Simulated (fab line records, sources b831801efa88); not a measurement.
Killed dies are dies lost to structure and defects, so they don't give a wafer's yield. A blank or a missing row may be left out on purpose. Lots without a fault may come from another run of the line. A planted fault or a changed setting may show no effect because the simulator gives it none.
fab line records | flow gf180mcu
record lots=5 wafers=15 last_day=34
route steps=602 shown SAB@264 SALICIDE@278 CONTACT@287
lots that met no fault: from a run of the same line without faults
start_h: hours from the record's first day to the start of the lot's first wafer shown | wait_h: hours since the lot's step before | " the same as in the row above | L1.1+2: a row that stands for several wafers | - no value, or no start given | * or withheld: withheld | < > ~ a bound
route shown NAME@n: a module of which the file shows steps, and the number in the route of the first | usual: mean/standard deviation of fault-free wafers | same: alike in all rows | chamber/n: place in a boat | sites: the reading at each site | _std_site: their standard deviation | _edge_site: outer sites' mean less inner sites' | radius_mm: how far each site lies from the wafer's centre | mask NAME#n: copy n | behind: the tool/chamber that last shaped the wafer | hold: why the lot was held/for how many hours/how that ended | device: the transistor (n, p or np) that didn't switch | end of line: the same wafers' tests at the end of the route | a step without rows: its recipe alone | killed: dies lost to structure and defects at the first sort, not the wafer's yield | map: a wafer's dies, x killed, . not, _ none there
set.NAME: the setting as run; set.NAME@STEP: as run at that earlier step | model.NAME: the simulator's own value behind a step, which no gauge read
lots at some steps of the route; a table a step, a row a wafer
services: from which hour (start_h, from the record's first day; less than 0 if before it) a tool's chamber was out of use, for how many hours, and why
## steps
# step GF_SAB_CVD_00
# recipe material=SiO2 target_thk_nm=50 precursor=TEOS temp_c=400 time_s=4.9302 rf_w=600
# usual heater_power_w=649/79 susceptor_temp_C=400.01/0.2
# columns lot.wafer tool chamber start_h wait_h heater_power_w since_wet_clean_h susceptor_temp_C
L078.2 pecvd-01 1 347.50 0.1 654 589 400.19
L078.3 " 2 " " 554 589 400.22
L078.4 " 1 " " 662 - 400.40
L079.1 pecvd-04 1 355.10 0.1 758 819 399.78
L079.2 " 0 " " 657 819 399.76
L079.3 " 2 " " 646 819 400.14
L087.2 pecvd-02 1 434.90 0.1 693 469 400.18
L087.4 " 1 " " 553 - 400.04
L087.5 " 2 " " 598 - 399.89
L092.2 pecvd-02 2 470.97 0.1 564 505 400.26
L092.5 " 0 " " 758 - 399.98
L092.6 " 1 " " 586 - 399.83
L096.1 pecvd-01 0 500.41 0.1 672 742 400.25
L096.3 " 0 " " 664 - 400.11
L096.5 " 1 " " 747 - 399.89
# step GF_SAB_THK_MEAS_01
# recipe reads=SiO2_of_SAB_CVD_00
# usual SAB_CVD_00_THK=49.7/0.69
# columns lot.wafer tool chamber start_h wait_h SAB_CVD_00_THK[nm]
L078.2 film_metro-02 - 347.53 0.0 50.3
L078.3 " - " " 49.7
L078.4 " - " " 51.2
L079.1 film_metro-02 - 355.12 0.0 49.5
L079.2 " - " " 49.3
L079.3 " - " " 49.4
L087.2 film_metro-04 - 434.93 0.0 49.9
L087.4 " - " " 50.3
L087.5 " - " " 50.2
L092.2 film_metro-01 - 471.00 0.0 49.7
L092.5 " - " " 49.7
L092.6 " - " " 50.5
L096.1 film_metro-02 - 500.44 0.0 49.3
L096.3 " - " " 49.8
L096.5 " - " " 50.6
# step GF_SAB_DEHYDRATE_02
# recipe temp_c=200 time_s=60
# usual chill_plate_temp_C=23.00/0.11
# columns lot.wafer tool chamber start_h wait_h chill_plate_temp_C
L078.2 litho_track-04 0 357.92 10.4 22.92
L078.3 " 0 " " 22.86
L078.4 " 0 " " 22.99
L079.1 litho_track-04 0 365.70 10.6 23.08
L079.2 " 0 " " 23.03
L079.3 " 0 " " 23.05
L087.2 litho_track-03 0 446.14 11.2 23.04
L087.4 " 0 " " 23.03
L087.5 " 0 " " 23.09
L092.2 litho_track-02 0 482.60 11.6 23.02
L092.5 " 0 " " 23.12
L092.6 " 0 " " 23.10
L096.1 litho_track-04 0 511.90 11.4 23.11
L096.3 " 0 " " 22.99
L096.5 " 0 " " 22.93
# step GF_SAB_HMDS_03
# recipe prime_time_s=60 prime_temp_c=120
# usual chill_plate_temp_C=22.97/0.099
# columns lot.wafer tool chamber start_h wait_h chill_plate_temp_C
L078.2 litho_track-04 0 358.07 0.1 22.77
L078.3 " 0 " " 22.81
L078.4 " 0 " " 22.90
L079.1 litho_track-04 0 365.85 0.1 23.00
L079.2 " 0 " " 23.06
L079.3 " 0 " " 23.10
L087.2 litho_track-03 0 446.29 0.1 22.88
L087.4 " 0 " " 22.85
L087.5 " 0 " " 22.90
L092.2 litho_track-02 0 482.75 0.1 22.77
L092.5 " 0 " " 22.95
L092.6 " 0 " " 22.93
L096.1 litho_track-04 0 512.05 0.1 22.89
L096.3 " 0 " " 22.96
L096.5 " 0 " " 23.05
# step GF_SAB_COAT_04
# recipe resist=NOVOLAK spin_rpm=3000 resist_thk_nm=1000
# usual chill_plate_temp_C=22.99/0.11
# columns lot.wafer tool chamber start_h wait_h chill_plate_temp_C
L078.2 litho_track-04 0 358.22 0.1 23.07
L078.3 " 0 " " 23.09
L078.4 " 0 " " 23.01
L079.1 litho_track-04 0 366.00 0.1 23.01
L079.2 " 0 " " 22.77
L079.3 " 0 " " 22.87
L087.2 litho_track-03 0 446.44 0.1 22.99
L087.4 " 0 " " 22.83
L087.5 " 0 " " 22.92
L092.2 litho_track-02 0 482.90 0.1 22.94
L092.5 " 0 " " 22.94
L092.6 " 0 " " 22.97
L096.1 litho_track-04 0 512.20 0.1 22.89
L096.3 " 0 " " 22.82
L096.5 " 0 " " 22.90
# step GF_SAB_SOFTBAKE_05
# recipe temp_c=90 time_s=60 resist=NOVOLAK
# usual chill_plate_temp_C=22.99/0.11
# columns lot.wafer tool chamber start_h wait_h chill_plate_temp_C
L078.2 litho_track-04 0 358.37 0.1 23.22
L078.3 " 0 " " 23.30
L078.4 " 0 " " 23.26
L079.1 litho_track-04 0 366.15 0.1 23.01
L079.2 " 0 " " 22.96
L079.3 " 0 " " 23.07
L087.2 litho_track-03 0 446.59 0.1 23.12
L087.4 " 0 " " 22.93
L087.5 " 0 " " 22.69
L092.2 litho_track-02 0 483.05 0.1 22.97
L092.5 " 0 " " 23.10
L092.6 " 0 " " 23.15
L096.1 litho_track-04 0 512.35 0.1 22.93
L096.3 " 0 " " 22.98
L096.5 " 0 " " 23.07
# step GF_SAB_EXPOSE_06
# recipe mask_id=SAB target_cd_nm=420 na=0.6 source_shape=conventional sigma_outer=0.6 dose_mj=140
# same na=0.6
# columns lot.wafer tool chamber start_h wait_h mask
L078.2+3+4 iline_stepper-02 0 - - SAB#0
L079.1+2+3 iline_stepper-02 0 - - SAB#0
L087.2+4+5 iline_stepper-02 0 - - SAB#0
L092.2+5+6 iline_stepper-02 0 - - SAB#0
L096.1+3+5 iline_stepper-02 0 - - SAB#0
# step GF_SAB_PEB_07
# recipe temp_c=withheld time_s=* resist=NOVOLAK
# usual chill_plate_temp_C=*
# columns lot.wafer tool chamber start_h wait_h chill_plate_temp_C
L078.2 litho_track-03 0 - - *
L078.3 " 0 " " *
L078.4 " 0 " " *
L079.1 litho_track-02 0 - - *
L079.2 " 0 " " *
L079.3 " 0 " " *
L087.2 litho_track-04 0 - - *
L087.4 " 0 " " *
L087.5 " 0 " " *
L092.2 litho_track-03 0 - - *
L092.5 " 0 " " *
L092.6 " 0 " " *
L096.1 litho_track-03 0 - - *
L096.3 " 0 " " *
L096.5 " 0 " " *
# step GF_SAB_DEVELOP_08
# recipe develop_time_s=60 dev_temp_c=23
# usual chill_plate_temp_C=23.03/0.11
# columns lot.wafer tool chamber start_h wait_h chill_plate_temp_C
L078.2 litho_track-03 0 368.89 0.1 23.04
L078.3 " 0 " " 23.04
L078.4 " 0 " " 23.10
L079.1 litho_track-02 0 376.82 0.1 22.99
L079.2 " 0 " " 22.90
L079.3 " 0 " " 23.04
L087.2 litho_track-04 0 458.72 0.1 23.03
L087.4 " 0 " " 22.97
L087.5 " 0 " " 23.09
L092.2 litho_track-03 0 494.74 0.1 23.24
L092.5 " 0 " " 23.08
L092.6 " 0 " " 23.38
L096.1 litho_track-03 0 523.67 0.1 23.14
L096.3 " 0 " " 23.26
L096.5 " 0 " " 23.09
# step GF_SAB_CD_MEAS_09
# recipe target_cd_nm=420
# usual cd_nm=420.3/2.2
# columns lot.wafer tool chamber start_h wait_h cd_nm
L078.2 cd_sem-01 - 369.04 0.1 420.1
L078.3 " - " " 419.5
L078.4 " - " " 421.1
L079.1 cd_sem-01 - 376.97 0.1 420.7
L079.2 " - " " 419.9
L079.3 " - " " 421.4
L087.2 cd_sem-01 - 458.87 0.1 421.5
L087.4 " - " " 423.0
L087.5 " - " " 421.5
L092.2 cd_sem-01 - 494.89 0.1 420.3
L092.5 " - " " 420.2
L092.6 " - " " 418.2
L096.1 cd_sem-02 - 523.82 0.1 418.6
L096.3 " - " " 417.0
L096.5 " - " " 417.3
# step GF_SAB_OVL_MEAS_10
# usual SAB_OVL=0.3/1.5
# columns lot.wafer tool chamber start_h wait_h SAB_OVL[nm]
L078.2 overlay-01 - 369.15 0.1 1.9
L078.3 " - " " 1.5
L078.4 " - " " 1.5
L079.1 overlay-01 - 377.09 0.1 1.0
L079.2 " - " " 0.8
L079.3 " - " " 1.0
L087.2 overlay-02 - 458.97 0.1 0.2
L087.4 " - " " 1.5
L087.5 " - " " 0.1
L092.2 overlay-02 - 494.99 0.1 -1.5
L092.5 " - " " -0.1
L092.6 " - " " -0.8
L096.1 overlay-02 - 523.94 0.1 1.8
L096.3 " - " " 1.1
L096.5 " - " " 2.8
# step GF_SAB_ETCH_11
# recipe chemistry=C4F8/O2/Ar mask_material=NOVOLAK target=SiO2 target_depth_nm=55 source_w=1500 bias_w=1200 pressure_mtorr=40 c4f8_flow_sccm=withheld O2_flow_sccm=6 Ar_flow_sccm=300 time_s=8.5
# usual bias_w=1200/3.6 oes_product_au=0.999/0.0078
# columns lot.wafer tool chamber start_h wait_h bias_w oes_product_au rf_hours_counter_h
L078.2 rie_diel-02 0 369.18 0.0 1204 0.992 19
L078.3 " 2 " " 1196 1.002 19
L078.4 " 0 " " 1198 0.997 -
L079.1 rie_diel-01 0 377.13 0.0 1204 1.007 11
L079.2 " 1 " " 1196 0.996 5
L079.3 " 2 " " 1200 0.987 3
L087.2 rie_diel-04 3 459.00 0.0 1198 0.988 15
L087.4 " 3 " " 1198 1.000 -
L087.5 " 1 " " 1201 0.991 -
L092.2 rie_diel-04 1 495.02 0.0 1195 1.007 9
L092.5 " 3 " " 1203 1.005 -
L092.6 " 2 " " 1198 1.000 -
L096.1 rie_diel-04 0 523.97 0.0 1201 0.994 58
L096.3 " 2 " " 1202 0.988 1
L096.5 " 0 " " 1198 0.996 -
# step GF_SAB_WET_ETCH_12
# recipe chemistry=dHF target_depth_nm=22 dry=n2_spin target=SiO2 temp_c=25 dilution=100:1 time_s=440
# columns lot.wafer tool chamber start_h wait_h
L078.2+3+4 wet_bench-04 1 369.20 0.0
L079.1+2+3 wet_bench-04 1 377.15 0.0
L087.2+4+5 wet_bench-01 0 459.02 0.0
L092.2+5+6 wet_bench-01 1 495.05 0.0
L096.1+3+5 wet_bench-01 2 523.99 0.0
# step GF_SAB_STRIP_13
# recipe chemistry=O2/N2 power_w=1400 pressure_mtorr=1500 platen_temp_c=250 o2_flow_sccm=3000 n2_flow_sccm=300 overash_fraction=0.5
# usual drypump_motor_current_A=5.4/0.44 heater_power_w=331/27 oes_product_au=0.710/0.0047 platen_temp_c=250.00/0.2 strip_time_to_endpoint_s=12.61/0.041
# columns lot.wafer tool chamber start_h wait_h drypump_motor_current_A heater_power_w oes_product_au platen_temp_c rf_hours_counter_h strip_time_to_endpoint_s
L078.2 plasma_asher-01 1 369.33 0.0 5.3 303 0.714 249.87 61 12.60
L078.3 " 0 " " 5.2 371 0.716 250.10 - 12.57
L078.4 " 1 " " 5.3 304 0.709 250.23 - 12.59
L079.1 plasma_asher-01 0 377.28 0.0 5.2 370 0.715 250.15 62 12.66
L079.2 " 1 " " 5.3 311 0.711 250.60 62 12.68
L079.3 " 0 " " 5.2 361 0.712 250.08 - 12.68
L087.2 plasma_asher-04 0 459.16 0.0 5.6 299 0.706 250.26 77 12.66
L087.4 " 1 " " 6.3 303 0.716 249.67 - 12.66
L087.5 " 0 " " 5.6 294 0.710 250.10 - 12.67
L092.2 plasma_asher-01 1 495.18 0.0 5.3 303 0.704 249.86 76 12.58
L092.5 " 1 " " 5.4 308 0.708 249.72 - 12.60
L092.6 " 0 " " 5.2 369 0.715 250.22 - 12.60
L096.1 plasma_asher-01 1 524.13 0.0 5.3 301 0.711 250.01 80 12.62
L096.3 " 0 " " 5.2 370 0.709 250.31 - 12.58
L096.5 " 0 " " 5.2 361 0.707 250.21 - 12.58
# step GF_SALICIDE_CLEAN_00
# recipe chemistry=SC1/SC2 mix=1:4:20 temp_c=70 time_s=150
# columns lot.wafer tool chamber start_h wait_h
L078.2+3+4 wet_bench-01 1 369.43 0.1
L079.1+2+3 wet_bench-03 0 377.38 0.1
L087.2+4+5 wet_bench-03 0 459.26 0.1
L092.2+5+6 wet_bench-02 0 495.28 0.1
L096.1+3+5 wet_bench-02 0 524.23 0.1
# step GF_SALICIDE_WET_ETCH_01
# recipe chemistry=dHF target_depth_nm=5 dry=ipa_marangoni target=SiO2 temp_c=25 dilution=100:1 time_s=100
# columns lot.wafer tool chamber start_h wait_h
L078.2+3+4 wet_bench-03 1 369.54 0.0
L079.1+2+3 wet_bench-02 0 377.43 0.0
L087.2+4+5 wet_bench-01 1 459.31 0.0
L092.2+5+6 wet_bench-01 3 495.33 0.0
L096.1+3+5 wet_bench-03 2 524.28 0.0
# step GF_SALICIDE_SPUTTER_02
# recipe material=Co target_thk_nm=10 power_w=1000 time_s=20 chamber_pressure_pa=0.4
# usual throttle_valve_pct=29.8/0.89
# columns lot.wafer tool chamber start_h wait_h throttle_valve_pct
L078.2 pvd_sputter-04 - 369.57 0.0 30.5
L078.3 " - " " 29.6
L078.4 " - " " 30.0
L079.1 pvd_sputter-01 - 377.47 0.0 29.3
L079.2 " - " " 29.7
L079.3 " - " " 29.8
L087.2 pvd_sputter-03 - 459.34 0.0 31.6
L087.4 " - " " 29.1
L087.5 " - " " 28.0
L092.2 pvd_sputter-03 - 495.36 0.0 27.8
L092.5 " - " " 31.4
L092.6 " - " " 29.1
L096.1 pvd_sputter-04 - 524.32 0.0 29.7
L096.3 " - " " 30.6
L096.5 " - " " 30.7
# step GF_SALICIDE_SPUTTER_03
# recipe material=TiN target_thk_nm=20 power_w=6500 time_s=16.7 chamber_pressure_pa=0.4
# usual throttle_valve_pct=29.8/0.92
# columns lot.wafer tool chamber start_h wait_h throttle_valve_pct
L078.2 pvd_sputter-04 - 369.60 0.0 30.3
L078.3 " - " " 29.8
L078.4 " - " " 29.9
L079.1 pvd_sputter-01 - 377.50 0.0 29.4
L079.2 " - " " 29.7
L079.3 " - " " 30.0
L087.2 pvd_sputter-03 - 459.37 0.0 31.7
L087.4 " - " " 29.2
L087.5 " - " " 28.0
L092.2 pvd_sputter-03 - 495.39 0.0 27.8
L092.5 " - " " 31.4
L092.6 " - " " 29.0
L096.1 pvd_sputter-04 - 524.34 0.0 29.4
L096.3 " - " " 30.5
L096.5 " - " " 30.7
# step GF_SALICIDE_RS_MEAS_04
# recipe thk_meas_gauge=four-point-probe reads=TiN_of_SALICIDE_SPUTTER_03+Co_of_SALICIDE_SPUTTER_02
# usual SALICIDE_TIN_RS=16.43/0.27
# columns lot.wafer tool chamber start_h wait_h SALICIDE_TIN_RS[ohm/sq]
L078.2 film_metro-04 - 369.65 0.0 16.02
L078.3 " - " " 16.01
L078.4 " - " " 16.15
L079.1 film_metro-03 - 377.52 0.0 17.11
L079.2 " - " " 16.50
L079.3 " - " " 16.56
L087.2 film_metro-04 - 459.41 0.0 16.32
L087.4 " - " " 16.38
L087.5 " - " " 16.46
L092.2 film_metro-03 - 495.44 0.0 16.75
L092.5 " - " " 16.74
L092.6 " - " " 16.69
L096.1 film_metro-03 - 524.37 0.0 16.37
L096.3 " - " " 16.37
L096.5 " - " " 16.44
# step GF_SALICIDE_THK_MEAS_05
# recipe thk_meas_gauge=xrf reads=TiN_of_SALICIDE_SPUTTER_03
# usual SALICIDE_TIN_THK=19.9/0.31
# columns lot.wafer tool chamber start_h wait_h SALICIDE_TIN_THK[nm]
L078.2 film_metro-04 - 369.76 0.1 19.8
L078.3 " - " " 20.4
L078.4 " - " " 19.7
L079.1 film_metro-03 - 377.64 0.1 19.6
L079.2 " - " " 19.8
L079.3 " - " " 19.8
L087.2 film_metro-04 - 459.52 0.1 20.4
L087.4 " - " " 20.7
L087.5 " - " " 20.6
L092.2 film_metro-03 - 495.55 0.1 19.4
L092.5 " - " " 19.4
L092.6 " - " " 19.6
L096.1 film_metro-03 - 524.49 0.1 20.4
L096.3 " - " " 20.0
L096.5 " - " " 20.1
# step GF_SALICIDE_RTA_06
# recipe temp_c=530 time_s=30 ambient=N2
# usual lamp_power_pct=6.0/0.65 wafer_temp_C_max=533.4/1.2
# columns lot.wafer tool chamber start_h wait_h lamp_power_pct wafer_temp_C_max
L078.2 rtp_anneal-02 0 369.82 0.1 6.6 531.8
L078.3 " 0 " " 6.6 532.0
L078.4 " 0 " " 6.6 532.3
L079.1 rtp_anneal-01 0 377.70 0.1 5.3 535.7
L079.2 " 0 " " 5.3 535.7
L079.3 " 0 " " 5.3 536.0
L087.2 rtp_anneal-01 0 459.59 0.1 5.3 534.2
L087.4 " 0 " " 5.3 535.1
L087.5 " 0 " " 5.3 535.2
L092.2 rtp_anneal-02 0 495.61 0.1 6.6 532.2
L092.5 " 0 " " 6.6 532.8
L092.6 " 0 " " 6.6 532.4
L096.1 rtp_anneal-02 0 524.55 0.1 6.6 531.7
L096.3 " 0 " " 6.6 532.2
L096.5 " 0 " " 6.6 531.9
# step GF_SALICIDE_WET_ETCH_07
# recipe chemistry=SPM target_depth_nm=120 dry=n2_spin
# columns lot.wafer tool chamber start_h wait_h
L078.2+3+4 wet_bench-02 0 369.91 0.1
L079.1+2+3 wet_bench-01 3 377.80 0.1
L087.2+4+5 wet_bench-01 0 459.67 0.1
L092.2+5+6 wet_bench-02 1 495.70 0.1
L096.1+3+5 wet_bench-01 3 524.65 0.1
# step GF_SALICIDE_RTA_08
# recipe temp_c=800 time_s=30 ambient=N2
# usual lamp_power_pct=16.6/1.8 wafer_temp_C_max=805.1/1.9
# columns lot.wafer tool chamber start_h wait_h lamp_power_pct wafer_temp_C_max
L078.2 rtp_anneal-01 0 370.01 0.0 14.8 805.6
L078.3 " 0 " " 14.8 803.8
L078.4 " 0 " " 14.8 806.6
L079.1 rtp_anneal-02 0 377.90 0.0 18.4 803.2
L079.2 " 0 " " 18.4 803.2
L079.3 " 0 " " 18.4 803.3
L087.2 rtp_anneal-02 0 459.78 0.0 18.4 801.9
L087.4 " 0 " " 18.4 801.6
L087.5 " 0 " " 18.4 803.0
L092.2 rtp_anneal-01 0 495.80 0.0 14.8 807.1
L092.5 " 0 " " 14.8 804.8
L092.6 " 0 " " 14.8 807.0
L096.1 rtp_anneal-01 0 524.74 0.0 14.8 805.4
L096.3 " 0 " " 14.8 806.8
L096.5 " 0 " " 14.8 806.5
# step GF_CONTACT_CVD_00
# recipe material=SiO2 target_thk_nm=300 sigma_open_frac=0.3 temp_c=400 time_s=50 sih4_flow_sccm=60 pressure_mtorr=6
# usual susceptor_temp_C=399.99/0.25
# columns lot.wafer tool chamber start_h wait_h susceptor_temp_C
L078.2 hdpcvd-01 1 370.10 0.1 400.08
L078.3 " 0 " " 399.86
L078.4 " 1 " " 400.11
L079.1 hdpcvd-02 1 378.00 0.1 399.81
L079.2 " 2 " " 400.09
L079.3 " 0 " " 400.01
L087.2 hdpcvd-01 2 459.87 0.1 399.79
L087.4 " 0 " " 400.08
L087.5 " 0 " " 400.07
L092.2 hdpcvd-02 2 495.89 0.1 400.03
L092.5 " 2 " " 399.76
L092.6 " 0 " " 400.02
L096.1 hdpcvd-02 0 524.84 0.1 399.82
L096.3 " 2 " " 400.08
L096.5 " 2 " " 399.82
# step GF_CONTACT_THK_MEAS_01
# recipe reads=SiO2_of_CONTACT_CVD_00
# usual CONTACT_CVD_00_THK=299/3.5
# columns lot.wafer tool chamber start_h wait_h CONTACT_CVD_00_THK[nm]
L078.2 film_metro-01 - 370.15 0.0 298
L078.3 " - " " 300
L078.4 " - " " 299
L079.1 film_metro-02 - 378.05 0.0 298
L079.2 " - " " 301
L079.3 " - " " 301
L087.2 film_metro-01 - 459.94 0.1 293
L087.4 " - " " 301
L087.5 " - " " 298
L092.2 film_metro-03 - 495.94 0.0 294
L092.5 " - " " 294
L092.6 " - " " 297
L096.1 film_metro-02 - 524.89 0.0 295
L096.3 " - " " 297
L096.5 " - " " 301
# step GF_CONTACT_CVD_02
# recipe material=SiO2 target_thk_nm=860 precursor=TEOS temp_c=400 time_s=95.992 rf_w=600
# usual heater_power_w=659/100 susceptor_temp_C=399.96/0.22
# columns lot.wafer tool chamber start_h wait_h heater_power_w since_wet_clean_h susceptor_temp_C
L078.2 pecvd-03 2 370.20 0.0 711 196 400.21
L078.3 " 0 " " 670 196 400.08
L078.4 " 2 " " 774 - 399.79
L079.1 pecvd-02 1 378.11 0.1 697 412 399.76
L079.2 " 0 " " 636 412 400.36
L079.3 " 2 " " 486 412 399.28
L087.2 pecvd-03 0 459.99 0.0 609 285 400.10
L087.4 " 0 " " 674 - 400.10
L087.5 " 2 " " 841 - 399.75
L092.2 pecvd-03 2 495.99 0.0 779 321 400.20
L092.5 " 0 " " 673 - 400.03
L092.6 " 1 " " 643 - 399.98
L096.1 pecvd-04 1 524.95 0.1 797 142 400.14
L096.3 " 2 " " 585 - 399.94
L096.5 " 2 " " 587 - 400.00
# step GF_CONTACT_THK_MEAS_03
# recipe reads=SiO2_of_CONTACT_CVD_02
# usual CONTACT_CVD_02_THK=859/12
# columns lot.wafer tool chamber start_h wait_h CONTACT_CVD_02_THK[nm]
L078.2 film_metro-03 - 370.28 0.0 858
L078.3 " - " " 841
L078.4 " - " " 873
L079.1 film_metro-01 - 378.18 0.0 858
L079.2 " - " " 869
L079.3 " - " " 876
L087.2 film_metro-02 - 460.07 0.0 839
L087.4 " - " " 860
L087.5 " - " " 856
L092.2 film_metro-03 - 496.07 0.0 858
L092.5 " - " " 882
L092.6 " - " " 860
L096.1 film_metro-02 - 525.05 0.1 862
L096.3 " - " " 878
L096.5 " - " " 876
# step GF_CONTACT_CMP_04
# recipe material=SiO2 down_force_psi=4 platen_rpm=60 pad_velocity_m_s=0.94248
# usual head_pressure_psi=4.000/0.009 motor_current_A=12.4/1.4 slurry_flow_ml_min=149.9/0.42 time_to_endpoint_s=107/6
# columns lot.wafer tool chamber start_h wait_h head_pressure_psi motor_current_A slurry_flow_ml_min time_to_endpoint_s
L078.2 cmp-01 3 370.33 0.0 3.993 12.6 149.8 107
L078.3 " 1 " " 3.995 14.1 149.7 103
L078.4 " 2 " " 4.009 11.7 151.1 113
L079.2 cmp-02 3 378.24 0.0 3.994 11.8 150.5 110
L079.1 " 0 " " 4.004 13.5 149.8 104
L079.3 " 2 " " 4.001 15.0 149.7 117
L087.2 cmp-01 2 460.17 0.1 3.985 11.2 149.4 96
L087.4 " 0 " " 3.997 12.5 150.6 109
L087.5 " 2 " " 4.000 11.4 149.9 104
L092.2 cmp-01 2 496.27 0.2 3.997 11.3 149.2 108
L092.6 " 3 " " 4.001 11.7 149.4 109
L092.5 " 0 " " 3.987 11.9 149.7 122
L096.3 cmp-02 1 525.16 0.1 3.992 10.5 149.9 116
L096.1 " 3 " " 4.006 12.1 149.9 109
L096.5 " 0 " " 3.997 13.4 149.4 114
# step GF_CONTACT_BOW_MEAS_05
# recipe mode=bow
# usual CONTACT_BOW=67/6.9
# columns lot.wafer tool chamber start_h wait_h CONTACT_BOW[um]
L078.2 film_metro-02 - 370.65 0.3 57
L078.3 " - " " 75
L078.4 " - " " 67
L079.1 film_metro-01 - 378.54 0.2 60
L079.2 " - " " 72
L079.3 " - " " 62
L087.2 film_metro-02 - 460.44 0.2 80
L087.4 " - " " 74
L087.5 " - " " 71
L092.2 film_metro-03 - 496.44 0.1 61
L092.5 " - " " 58
L092.6 " - " " 69
L096.1 film_metro-03 - 525.41 0.1 63
L096.3 " - " " 58
L096.5 " - " " 76
# step GF_CONTACT_DEHYDRATE_06
# recipe temp_c=200 time_s=60
# usual chill_plate_temp_C=23.01/0.1
# columns lot.wafer tool chamber start_h wait_h chill_plate_temp_C
L078.2 litho_track-03 0 381.59 10.9 22.92
L078.3 " 0 " " 22.96
L078.4 " 0 " " 23.13
L079.1 litho_track-03 0 389.32 10.8 22.98
L079.2 " 0 " " 22.83
L079.3 " 0 " " 22.94
L087.2 litho_track-01 0 472.04 11.6 23.05
L087.4 " 0 " " 23.03
L087.5 " 0 " " 23.16
L092.2 litho_track-03 0 507.94 11.5 23.01
L092.5 " 0 " " 22.83
L092.6 " 0 " " 23.11
L096.1 litho_track-01 0 536.31 10.9 23.02
L096.3 " 0 " " 22.90
L096.5 " 0 " " 22.93
# step GF_CONTACT_HMDS_07
# recipe prime_time_s=60 prime_temp_c=120
# usual chill_plate_temp_C=22.99/0.098
# columns lot.wafer tool chamber start_h wait_h chill_plate_temp_C
L078.2 litho_track-03 0 381.74 0.1 23.07
L078.3 " 0 " " 22.99
L078.4 " 0 " " 23.02
L079.1 litho_track-03 0 389.47 0.1 22.86
L079.2 " 0 " " 22.92
L079.3 " 0 " " 23.04
L087.2 litho_track-01 0 472.19 0.1 23.04
L087.4 " 0 " " 23.10
L087.5 " 0 " " 23.02
L092.2 litho_track-03 0 508.09 0.1 23.18
L092.5 " 0 " " 23.02
L092.6 " 0 " " 23.14
L096.1 litho_track-01 0 536.46 0.1 23.02
L096.3 " 0 " " 23.23
L096.5 " 0 " " 23.03
# step GF_CONTACT_COAT_08
# recipe resist=BARC temp_c=withheld time_s=withheld spin_rpm=withheld resist_thk_nm=withheld
# usual chill_plate_temp_C=*
# columns lot.wafer tool chamber start_h wait_h chill_plate_temp_C
L078.2 litho_track-03 0 381.89 0.1 *
L078.3 " 0 " " *
L078.4 " 0 " " *
L079.1 litho_track-03 0 389.62 0.1 *
L079.2 " 0 " " *
L079.3 " 0 " " *
L087.2 litho_track-01 0 472.34 0.1 *
L087.4 " 0 " " *
L087.5 " 0 " " *
L092.2 litho_track-03 0 508.24 0.1 *
L092.5 " 0 " " *
L092.6 " 0 " " *
L096.1 litho_track-01 0 536.61 0.1 *
L096.3 " 0 " " *
L096.5 " 0 " " *
# step GF_CONTACT_COAT_09
# recipe resist=KrF spin_rpm=withheld resist_thk_nm=1000
# usual chill_plate_temp_C=22.99/0.096
# columns lot.wafer tool chamber start_h wait_h chill_plate_temp_C
L078.2 litho_track-03 0 - - 23.01
L078.3 " 0 " " 23.00
L078.4 " 0 " " 23.03
L079.1 litho_track-03 0 - - 22.87
L079.2 " 0 " " 23.01
L079.3 " 0 " " 22.95
L087.2 litho_track-01 0 - - 23.08
L087.4 " 0 " " 23.09
L087.5 " 0 " " 23.01
L092.2 litho_track-03 0 - - 23.08
L092.5 " 0 " " 23.01
L092.6 " 0 " " 23.13
L096.1 litho_track-01 0 - - 22.68
L096.3 " 0 " " 22.96
L096.5 " 0 " " 22.89
# step GF_CONTACT_SOFTBAKE_10
# recipe temp_c=130 time_s=60 resist=KrF
# usual chill_plate_temp_C=23.01/0.11
# columns lot.wafer tool chamber start_h wait_h chill_plate_temp_C
L078.2 litho_track-03 0 - - 23.00
L078.3 " 0 " " 22.79
L078.4 " 0 " " 22.95
L079.1 litho_track-03 0 - - 23.06
L079.2 " 0 " " 22.97
L079.3 " 0 " " 23.06
L087.2 litho_track-01 0 - - 23.15
L087.4 " 0 " " 23.10
L087.5 " 0 " " 23.02
L092.2 litho_track-03 0 - - 22.83
L092.5 " 0 " " 23.05
L092.6 " 0 " " 22.91
L096.1 litho_track-01 0 - - 22.90
L096.3 " 0 " " 23.18
L096.5 " 0 " " 23.09
# step GF_CONTACT_EXPOSE_11
# recipe mask_id=Contact target_cd_nm=220 na=0.68 source_shape=conventional sigma_outer=0.6 dose_mj=38
# same na=0.68
# columns lot.wafer tool chamber start_h wait_h mask
L078.2+3+4 krf_scanner-01 0 - - Contact#0
L079.1+2+3 krf_scanner-02 0 - - Contact#0
L087.2+4+5 krf_scanner-02 0 - - Contact#0
L092.2+5+6 krf_scanner-02 0 - - Contact#0
L096.1+3+5 krf_scanner-01 0 - - Contact#0
# step GF_CONTACT_PEB_12
# recipe peb_temp_c=135 peb_time_s=90 resist=KrF
# usual chill_plate_temp_C=23.02/0.12
# columns lot.wafer tool chamber start_h wait_h chill_plate_temp_C
L078.2 litho_track-01 0 - - 23.24
L078.3 " 0 " " 23.09
L078.4 " 0 " " 23.23
L079.1 litho_track-01 0 - - 23.01
L079.2 " 0 " " 22.88
L079.3 " 0 " " 22.91
L087.2 litho_track-01 0 - - 23.14
L087.4 " 0 " " 23.16
L087.5 " 0 " " 23.17
L092.2 litho_track-02 0 - - 23.23
L092.5 " 0 " " 23.10
L092.6 " 0 " " 23.28
L096.1 litho_track-02 0 - - 22.99
L096.3 " 0 " " 23.19
L096.5 " 0 " " 23.07
## services
# columns tool chamber start_h hours kind
krf_scanner-02 - 339.59 0.4 repair
wet_bench-01 - 342.77 3.3 repair
pvd_sputter-03 - 344.22 1.2 repair
cmp-01 - 347.85 2.1 repair
krf_scanner-02 - 353.33 0.8 pm
pvd_sputter-03 - 358.13 2.6 repair
pecvd-03 - 375.85 2.8 pm
cmp-01 - 384.68 1.1 repair
wet_bench-03 - 385.09 2.7 repair
pvd_sputter-04 - 392.01 1.2 repair
wet_bench-02 - 393.45 0.7 repair
rie_diel-04 - 395.44 2.0 repair
cmp-01 - 400.36 1.6 repair
pvd_sputter-03 - 414.66 9.9 repair
krf_scanner-02 - 419.49 1.0 pm
pecvd-03 0 419.69 20.5 repair
krf_scanner-02 - 445.20 1.3 pm
iline_stepper-02 - 450.23 1.7 pm
hdpcvd-02 - 463.58 2.8 pm
wet_bench-03 - 475.31 2.6 repair
plasma_asher-01 - 492.33 2.8 pm
rtp_anneal-01 - 496.66 4.6 pm
iline_stepper-02 - 517.31 10.1 repair
wet_bench-03 - 542.83 6.9 repair
## key
fault none
